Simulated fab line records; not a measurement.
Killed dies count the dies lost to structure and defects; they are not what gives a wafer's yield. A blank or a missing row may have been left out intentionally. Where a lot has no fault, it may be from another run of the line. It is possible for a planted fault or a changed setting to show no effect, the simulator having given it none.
Which tool was responsible? :: flow gf180mcu :: 39 wafers from 13 lots sampled at 4 of the route's 602 steps

== WHAT THE GAUGES SHOWED, per wafer ==
GF_DUAL_GATE_THK_MEAS_03. Usual: for DUAL_GATE_OXIDATION_00_THK the level is 10.88 nm and the standard deviation is 0.17.
lot: L493
measured: day 7 23:58
on: film_metro-02
DUAL_GATE_OXIDATION_00_THK (nm): 11.00 10.86 10.94
flag: 

lot: L494
measured: day 8 03:22
on: film_metro-03
DUAL_GATE_OXIDATION_00_THK (nm): 10.95 10.99 11.14
flag: 

lot: L496
measured: day 8 23:08
on: film_metro-01
DUAL_GATE_OXIDATION_00_THK (nm): 10.84 11.03 10.91
flag: 

lot: L497
measured: day 8 23:08
on: film_metro-03
DUAL_GATE_OXIDATION_00_THK (nm): 11.17 11.00 11.10
flag: 

lot: L500
measured: day 9 12:27
on: film_metro-02
DUAL_GATE_OXIDATION_00_THK (nm): 10.74 10.73 10.97
flag: 

lot: L506
measured: day 11 09:29
on: film_metro-03
DUAL_GATE_OXIDATION_00_THK (nm): 10.69 10.72 10.43
flag: 

lot: L508
measured: day 11 20:04
on: film_metro-03
DUAL_GATE_OXIDATION_00_THK (nm): 10.83 10.75 10.69
flag: 

lot: L509
measured: day 12 04:13
on: film_metro-01
DUAL_GATE_OXIDATION_00_THK (nm): 10.97 11.05 11.17
flag: 

lot: L510
measured: day 12 12:05
on: film_metro-03
DUAL_GATE_OXIDATION_00_THK (nm): 10.99 10.85 10.91
flag: 

lot: L511
measured: day 12 18:58
on: film_metro-02
DUAL_GATE_OXIDATION_00_THK (nm): 10.70 10.59 10.65
flag: 

lot: L514
measured: day 13 16:44
on: film_metro-02
DUAL_GATE_OXIDATION_00_THK (nm): 10.97 11.08 10.86
flag: 

lot: L515
measured: day 13 22:14
on: film_metro-01
DUAL_GATE_OXIDATION_00_THK (nm): 10.69 10.48 10.68
flag: 

lot: L516
measured: day 14 05:04
on: film_metro-01
DUAL_GATE_OXIDATION_00_THK (nm): 10.83 11.13 10.97
flag: 

GF_POLY_GATE_CD_MEAS_18. Usual: cd_nm at 280.2 nm, with a standard deviation of 1.9.
lot: L493
measured: day 9 13:48
on: cd_sem-01
cd_nm (nm): 277.8 275.2 278.2
flag: 

lot: L494
measured: day 9 17:23
on: cd_sem-01
cd_nm (nm): 280.5 280.8 279.6
flag: 

lot: L496
measured: day 10 13:49
on: cd_sem-01
cd_nm (nm): 281.6 280.1 282.1
flag: 

lot: L497
measured: day 10 16:28
on: cd_sem-01
cd_nm (nm): 281.8 278.0 281.2
flag: 

lot: L500
measured: day 11 04:50
on: cd_sem-01
cd_nm (nm): 280.5 281.7 282.3
flag: 

lot: L506
measured: day 13 05:06
on: cd_sem-02
cd_nm (nm): 277.8 278.6 276.2
flag: 

lot: L508
measured: day 13 18:02
on: cd_sem-01
cd_nm (nm): 280.6 278.4 280.5
flag: 

lot: L509
measured: day 14 01:07
on: cd_sem-01
cd_nm (nm): 284.8 283.7 284.7
flag: 

lot: L510
measured: day 14 13:31
on: cd_sem-02
cd_nm (nm): 284.2 280.5 278.8
flag: 

lot: L511
measured: day 14 19:27
on: cd_sem-01
cd_nm (nm): 281.7 279.7 280.2
flag: 

lot: L514
measured: day 15 18:53
on: cd_sem-02
cd_nm (nm): 277.7 282.4 278.2
flag: 

lot: L515
measured: day 15 23:25
on: cd_sem-02
cd_nm (nm): 279.0 282.6 279.3
flag: 

lot: L516
measured: day 16 04:44
on: cd_sem-01
cd_nm (nm): 282.5 279.8 277.9
flag: 

== WHAT TOOL EACH LOT RAN ON (gives the tool, then ch and the chambers of the sampled wafers, and finally the start) ==
lot: L493
GF_VT_IMPLANT_STRIP_09: plasma_asher-02 ch 1, day 5 22:23
GF_POLY_GATE_STRIP_14: plasma_asher-04 ch 0,1, day 9 12:11

lot: L494
GF_VT_IMPLANT_STRIP_09: plasma_asher-02 ch 0,1, day 6 01:53
GF_POLY_GATE_STRIP_14: plasma_asher-04 ch 0,1, day 9 15:56

lot: L496
GF_VT_IMPLANT_STRIP_09: plasma_asher-04 ch 0,1, day 6 19:15
GF_POLY_GATE_STRIP_14: plasma_asher-04 ch 0,1, day 10 12:20

lot: L497
GF_VT_IMPLANT_STRIP_09: plasma_asher-04 ch 0,1, day 6 19:38
GF_POLY_GATE_STRIP_14: plasma_asher-04 ch 0,1, day 10 14:19

lot: L500
GF_VT_IMPLANT_STRIP_09: plasma_asher-02 ch 1, day 7 08:56
GF_POLY_GATE_STRIP_14: plasma_asher-02 ch 0, day 11 03:20

lot: L506
GF_VT_IMPLANT_STRIP_09: plasma_asher-02 ch 0,1, day 9 01:00
GF_POLY_GATE_STRIP_14: plasma_asher-04 ch 1, day 13 02:43

lot: L508
GF_VT_IMPLANT_STRIP_09: plasma_asher-03 ch 0,1, day 9 11:18
GF_POLY_GATE_STRIP_14: plasma_asher-01 ch 1, day 13 14:55

lot: L509
GF_VT_IMPLANT_STRIP_09: plasma_asher-02 ch 0,1, day 9 18:03
GF_POLY_GATE_STRIP_14: plasma_asher-01 ch 0,1, day 13 22:34

lot: L510
GF_VT_IMPLANT_STRIP_09: plasma_asher-02 ch 0,1, day 9 23:33
GF_POLY_GATE_STRIP_14: plasma_asher-04 ch 0,1, day 14 08:06

lot: L511
GF_VT_IMPLANT_STRIP_09: plasma_asher-04 ch 0,1, day 10 07:41
GF_POLY_GATE_STRIP_14: plasma_asher-01 ch 0, day 14 16:43

lot: L514
GF_VT_IMPLANT_STRIP_09: plasma_asher-04 ch 0,1, day 11 04:25
GF_POLY_GATE_STRIP_14: plasma_asher-01 ch 0,1, day 15 17:25

lot: L515
GF_VT_IMPLANT_STRIP_09: plasma_asher-03 ch 0,1, day 11 09:30
GF_POLY_GATE_STRIP_14: plasma_asher-01 ch 0,1, day 15 21:13

lot: L516
GF_VT_IMPLANT_STRIP_09: plasma_asher-04 ch 0,1, day 11 14:27
GF_POLY_GATE_STRIP_14: plasma_asher-01 ch 0,1, day 16 03:16
- GF_VT_IMPLANT_STRIP_09: strips in O2/N2.
- GF_POLY_GATE_STRIP_14: strips in O2/N2.

== AS READ BY THE TOOLS THEMSELVES (means over the sampled wafers that have a number; for cases with no such wafer, the mark the record gives instead) ==
GF_VT_IMPLANT_STRIP_09. Usual: chamber_pressure_mTorr 1500.0 mTorr, standard deviation 1.5; drypump_motor_current_A 5.5 A, standard deviation 0.63; heater_power_w 356 W, standard deviation 25; oes_product_au 0.716 a.u., standard deviation 0.0045; platen_temp_c 250.01 C, standard deviation 0.16; strip_time_to_endpoint_s 12.62 s, standard deviation 0.034.
lot: L493
tool: plasma_asher-02
chamber_pressure_mTorr (mTorr): 1499.2
drypump_motor_current_A (A): 6.2
heater_power_w (W): 328
oes_product_au (a.u.): 0.719
platen_temp_c (C): 250.01
strip_time_to_endpoint_s (s): 12.61
flag: 

lot: L494
tool: plasma_asher-02
chamber_pressure_mTorr (mTorr): 1499.9
drypump_motor_current_A (A): 5.7
heater_power_w (W): 343
oes_product_au (a.u.): 0.717
platen_temp_c (C): 250.01
strip_time_to_endpoint_s (s): 12.63
flag: 

lot: L496
tool: plasma_asher-04
chamber_pressure_mTorr (mTorr): 1499.5
drypump_motor_current_A (A): 5.8
heater_power_w (W): 367
oes_product_au (a.u.): 0.715
platen_temp_c (C): 249.96
strip_time_to_endpoint_s (s): 12.60
flag: 

lot: L497
tool: plasma_asher-04
chamber_pressure_mTorr (mTorr): 1498.3
drypump_motor_current_A (A): 5.4
heater_power_w (W): 360
oes_product_au (a.u.): 0.720
platen_temp_c (C): 250.10
strip_time_to_endpoint_s (s): 12.60
flag: 

lot: L500
tool: plasma_asher-02
chamber_pressure_mTorr (mTorr): 1500.4
drypump_motor_current_A (A): 6.2
heater_power_w (W): 328
oes_product_au (a.u.): 0.719
platen_temp_c (C): 250.04
strip_time_to_endpoint_s (s): 12.60
flag: 

lot: L506
tool: plasma_asher-02
chamber_pressure_mTorr (mTorr): 1500.7
drypump_motor_current_A (A): 5.2
heater_power_w (W): 362
oes_product_au (a.u.): 0.719
platen_temp_c (C): 249.81
strip_time_to_endpoint_s (s): 12.65
flag: 

lot: L508
tool: plasma_asher-03
chamber_pressure_mTorr (mTorr): 1498.2
drypump_motor_current_A (A): 4.8
heater_power_w (W): 304
oes_product_au (a.u.): 0.715
platen_temp_c (C): 250.05
strip_time_to_endpoint_s (s): 12.67
flag: 

lot: L509
tool: plasma_asher-02
chamber_pressure_mTorr (mTorr): 1499.5
drypump_motor_current_A (A): 5.7
heater_power_w (W): 343
oes_product_au (a.u.): 0.713
platen_temp_c (C): 249.84
strip_time_to_endpoint_s (s): 12.64
flag: 

lot: L510
tool: plasma_asher-02
chamber_pressure_mTorr (mTorr): 1499.5
drypump_motor_current_A (A): 5.2
heater_power_w (W): 356
oes_product_au (a.u.): 0.719
platen_temp_c (C): 249.95
strip_time_to_endpoint_s (s): 12.67
flag: 

lot: L511
tool: plasma_asher-04
chamber_pressure_mTorr (mTorr): 1499.9
drypump_motor_current_A (A): 5.4
heater_power_w (W): 365
oes_product_au (a.u.): 0.718
platen_temp_c (C): 250.07
strip_time_to_endpoint_s (s): 12.59
flag: 

lot: L514
tool: plasma_asher-04
chamber_pressure_mTorr (mTorr): 1501.2
drypump_motor_current_A (A): 5.8
heater_power_w (W): 367
oes_product_au (a.u.): 0.718
platen_temp_c (C): 250.08
strip_time_to_endpoint_s (s): 12.64
flag: 

lot: L515
tool: plasma_asher-03
chamber_pressure_mTorr (mTorr): 1500.5
drypump_motor_current_A (A): 4.8
heater_power_w (W): 326
oes_product_au (a.u.): 0.714
platen_temp_c (C): 250.06
strip_time_to_endpoint_s (s): 12.67
flag: 

lot: L516
tool: plasma_asher-04
chamber_pressure_mTorr (mTorr): 1500.9
drypump_motor_current_A (A): 5.4
heater_power_w (W): 368
oes_product_au (a.u.): 0.714
platen_temp_c (C): 249.92
strip_time_to_endpoint_s (s): 12.62
flag: 

GF_POLY_GATE_STRIP_14. Usual: chamber_pressure_mTorr 1500.1 mTorr, standard deviation 1.3; drypump_motor_current_A 5.5 A, standard deviation 0.45; heater_power_w 356 W, standard deviation 22; oes_product_au 0.505 a.u., standard deviation 0.0044; platen_temp_c 250.01 C, standard deviation 0.18.
lot: L493
tool: plasma_asher-04
chamber_pressure_mTorr (mTorr): 1501.5
drypump_motor_current_A (A): 5.4
heater_power_w (W): 363
oes_product_au (a.u.): 0.503
platen_temp_c (C): 250.18
flag: 

lot: L494
tool: plasma_asher-04
chamber_pressure_mTorr (mTorr): 1501.2
drypump_motor_current_A (A): 5.4
heater_power_w (W): 370
oes_product_au (a.u.): 0.500
platen_temp_c (C): 249.84
flag: 

lot: L496
tool: plasma_asher-04
chamber_pressure_mTorr (mTorr): 1499.5
drypump_motor_current_A (A): 5.4
heater_power_w (W): 365
oes_product_au (a.u.): 0.502
platen_temp_c (C): 249.90
flag: 

lot: L497
tool: plasma_asher-04
chamber_pressure_mTorr (mTorr): 1500.2
drypump_motor_current_A (A): 5.7
heater_power_w (W): 363
oes_product_au (a.u.): 0.505
platen_temp_c (C): 249.80
flag: 

lot: L500
tool: plasma_asher-02
chamber_pressure_mTorr (mTorr): 1500.2
drypump_motor_current_A (A): 4.7
heater_power_w (W): 383
oes_product_au (a.u.): 0.501
platen_temp_c (C): 250.06
flag: 

lot: L506
tool: plasma_asher-04
chamber_pressure_mTorr (mTorr): 1500.3
drypump_motor_current_A (A): 6.1
heater_power_w (W): 376
oes_product_au (a.u.): 0.505
platen_temp_c (C): 249.89
flag: 

lot: L508
tool: plasma_asher-01
chamber_pressure_mTorr (mTorr): -
drypump_motor_current_A (A): -
heater_power_w (W): -
oes_product_au (a.u.): -
platen_temp_c (C): -
flag: OFF

lot: L509
tool: plasma_asher-01
chamber_pressure_mTorr (mTorr): -
drypump_motor_current_A (A): -
heater_power_w (W): -
oes_product_au (a.u.): -
platen_temp_c (C): -
flag: OFF

lot: L510
tool: plasma_asher-04
chamber_pressure_mTorr (mTorr): 1500.5
drypump_motor_current_A (A): 5.8
heater_power_w (W): 366
oes_product_au (a.u.): 0.503
platen_temp_c (C): 250.09
flag: 

lot: L511
tool: plasma_asher-01
chamber_pressure_mTorr (mTorr): 1501.1
drypump_motor_current_A (A): 5.2
heater_power_w (W): 327
oes_product_au (a.u.): 0.508
platen_temp_c (C): 249.98
flag: 

lot: L514
tool: plasma_asher-01
chamber_pressure_mTorr (mTorr): 1499.1
drypump_motor_current_A (A): 5.3
heater_power_w (W): 338
oes_product_au (a.u.): 0.501
platen_temp_c (C): 250.12
flag: 

lot: L515
tool: plasma_asher-01
chamber_pressure_mTorr (mTorr): 1500.1
drypump_motor_current_A (A): 5.3
heater_power_w (W): 335
oes_product_au (a.u.): 0.504
platen_temp_c (C): 250.22
flag: 

lot: L516
tool: plasma_asher-01
chamber_pressure_mTorr (mTorr): 1499.3
drypump_motor_current_A (A): 5.3
heater_power_w (W): 337
oes_product_au (a.u.): 0.510
platen_temp_c (C): 250.11
flag: 

== THE ANSWER, worked out from the rows above alone ==
Rule: a lot counts as off when the mean over its wafers that have a number is more than 3 standard deviations away from the usual mean. A lot without any number at a reading at which 4 lots or more have one is off too. All remaining lots with rows at the step are treated as sound. Order of review: gauges by route order, followed by the tools' own readings, for which a lot's mean as printed above is used. At the first step where some lot is off, the reading lying furthest off is the one used; lots without a number count as furthest.
Off at GF_POLY_GATE_STRIP_14 (chamber_pressure_mTorr): L508, L509. Without a number there: L508, L509.
A tool fits if, at that step or a process step before it, it ran every lot that is off, and no sound lot after the first of them. No candidate that was tried fits.

== WHAT THE SIMULATOR HAD PUT IN ==
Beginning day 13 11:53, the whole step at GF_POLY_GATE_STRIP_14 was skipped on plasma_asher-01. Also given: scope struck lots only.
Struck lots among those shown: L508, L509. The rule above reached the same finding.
